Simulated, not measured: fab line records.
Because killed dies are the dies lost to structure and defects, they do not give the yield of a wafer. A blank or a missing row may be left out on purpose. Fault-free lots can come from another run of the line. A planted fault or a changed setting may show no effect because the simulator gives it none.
Which tool was responsible? :: flow gf180mcu :: Sampling: 6 lots, 18 wafers, 2 of 602 route steps

== WHAT EACH GAUGE READ, for each wafer ==
GF_CONTACT_RS_MEAS_25: a four-point-probe measurement.
lot: L937
measured: day 16 19:40
on: film_metro-01
CONTACT_W_RS (ohm/sq): 0.385 0.379 0.379

lot: L945
measured: day 20 04:19
on: film_metro-01
CONTACT_W_RS (ohm/sq): 43.208 43.656 45.211

lot: L947
measured: day 20 14:43
on: film_metro-01
CONTACT_W_RS (ohm/sq): 43.732 42.558 42.716

lot: L951
measured: day 22 08:50
on: film_metro-01
CONTACT_W_RS (ohm/sq): 0.363 0.388 0.361

lot: L953
measured: day 22 19:04
on: film_metro-01
CONTACT_W_RS (ohm/sq): 0.376 0.381 0.382

lot: L956
measured: day 23 17:09
on: film_metro-03
CONTACT_W_RS (ohm/sq): 0.383 0.381 0.368

== WHICH TOOL RAN EACH LOT (tool, then ch and the chambers of the sampled wafers, then the start) ==
lot: L937
GF_CONTACT_CVD_24: cvd_w-02 ch 1, day 16 19:34

lot: L945
GF_CONTACT_CVD_24: cvd_w-01 ch 0,1, day 20 04:11

lot: L947
GF_CONTACT_CVD_24: cvd_w-01 ch 0,1, day 20 14:37

lot: L951
GF_CONTACT_CVD_24: cvd_w-02 ch 0,1, day 22 08:44

lot: L953
GF_CONTACT_CVD_24: cvd_w-01 ch 0,1, day 22 18:58

lot: L956
GF_CONTACT_CVD_24: cvd_w-01 ch 0,1, day 23 17:03
- GF_CONTACT_CVD_24: deposits W, target thk 300 nm, time 90.339 s.

== THE ANSWER, worked out from the rows above alone ==
Rule: the usual values come from the lots themselves. The widest of any qualifying gaps counts: lots, ordered by their means at a reading, are off when they make up no more than a third of the lots, leave a main group of 4 or more, and stand apart from it by 3 or more times the standard deviation of that group's means. The tables above print the reading to a certain number of digits; a main group whose means all agree to those digits is not used. Also off: a lot with no number at a reading for which 4 or more lots have one. All remaining lots with rows at the step are treated as sound.
Off: L945, L947, at GF_CONTACT_RS_MEAS_25 (CONTACT_W_RS). Mean 0.377 ohm/sq and standard deviation 0.004 in the main group.
A tool fits if, at a process step before that reading, it ran every lot that is off, and no sound lot after the first of them. Those tools and the gauges at GF_CONTACT_RS_MEAS_25 are tried in the same way. Not one of the candidates tried fits.

== WHAT THE SIMULATOR HAD PUT IN ==
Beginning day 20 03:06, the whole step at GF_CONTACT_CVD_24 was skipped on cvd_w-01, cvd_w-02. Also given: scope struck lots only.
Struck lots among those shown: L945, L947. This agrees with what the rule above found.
